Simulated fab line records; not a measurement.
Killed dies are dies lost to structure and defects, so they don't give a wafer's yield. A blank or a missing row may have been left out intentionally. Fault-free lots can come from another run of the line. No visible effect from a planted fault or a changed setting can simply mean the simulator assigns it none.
Which tool was responsible?	flow gf180mcu	42 wafers from 14 lots sampled at 2 of the route's 602 steps

WHAT THE GAUGES SHOWED, per wafer
GF_SALICIDE_RS_MEAS_04: a four-point-probe measurement. Usual: SALICIDE_TIN_RS 16.3 ohm/sq, standard deviation 0.33.
lot	measured	on	SALICIDE_TIN_RS (ohm/sq)	flag
L561	day 14 22:43	filmMetro-01	16.0 16.0 15.9	
L562	day 15 13:56	filmMetro-01	16.3 16.1 16.2	
L563	day 15 17:31	filmMetro-02	15.8 15.9 16.0	
L565	day 16 17:03	filmMetro-02	16.7 16.6 16.7	
L566	day 17 03:48	filmMetro-01	16.5 16.5 16.6	
L567	day 17 08:57	filmMetro-01	16.6 16.7 16.6	
L568	day 17 13:14	filmMetro-02	16.0 16.0 15.8	
L569	day 18 03:27	filmMetro-02	16.1 16.5 16.0	
L570	day 18 03:55	filmMetro-03	16.5 16.4 16.7	
L573	day 19 09:22	filmMetro-03	15.7 15.8 15.9	
L576	day 20 10:38	filmMetro-02	16.5 16.1 16.5	
L577	day 20 15:41	filmMetro-02	16.5 16.4 16.4	
L583	day 23 02:55	filmMetro-03	16.7 16.7 16.8	
L584	day 23 15:53	filmMetro-03	16.1 16.2 15.9	

GF_CONTACT_BOW_MEAS_05. Usual: CONTACT_BOW 68 um, standard deviation 7.4.
lot	measured	on	CONTACT_BOW (um)	flag
L561	day 14 23:50	filmMetro-03	80 65 73	
L562	day 15 15:11	filmMetro-01	72 55 60	
L563	day 15 18:37	filmMetro-01	72 70 74	
L565	day 16 18:10	filmMetro-01	70 68 66	
L566	day 17 04:49	filmMetro-01	67 58 72	
L567	day 17 10:04	filmMetro-01	75 63 71	
L568	day 17 14:23	filmMetro-03	72 77 60	
L569	day 18 04:34	filmMetro-01	71 70 60	
L570	day 18 05:16	filmMetro-04	67 65 61	
L573	day 19 10:38	filmMetro-04	70 66 54	
L576	day 20 11:38	filmMetro-03	80 75 59	
L577	day 20 16:41	filmMetro-03	60 63 82	
L583	day 23 03:57	filmMetro-04	63 77 68	
L584	day 23 16:53	filmMetro-03	67 62 65	

TOOL THAT RAN EACH LOT (tool first, then ch and the chambers of the sampled wafers, then the start)
The record holds no process step before these readings.

AS READ BY THE TOOLS THEMSELVES (means over the sampled wafers that have a number; for cases with no such wafer, the mark the record gives instead)
The record holds no such reading with a usual standard deviation.

THE ANSWER, worked out from the rows above alone
Rule: a lot counts as off when the mean over its wafers that have a number is more than 3 standard deviations away from the usual mean. Also off: a lot with no number at a reading for which 4 or more lots have one. All remaining lots with rows at the step are treated as sound. Order of review: gauges by route order, followed by the tools' own readings, for which a lot's mean as printed above is used. At the first step where some lot is off, the reading lying furthest off is the one used; lots without a number count as furthest.
No lot is off on any of the readings shown, so nothing can be concluded from this.

WHAT HAD BEEN PUT IN BY THE SIMULATOR
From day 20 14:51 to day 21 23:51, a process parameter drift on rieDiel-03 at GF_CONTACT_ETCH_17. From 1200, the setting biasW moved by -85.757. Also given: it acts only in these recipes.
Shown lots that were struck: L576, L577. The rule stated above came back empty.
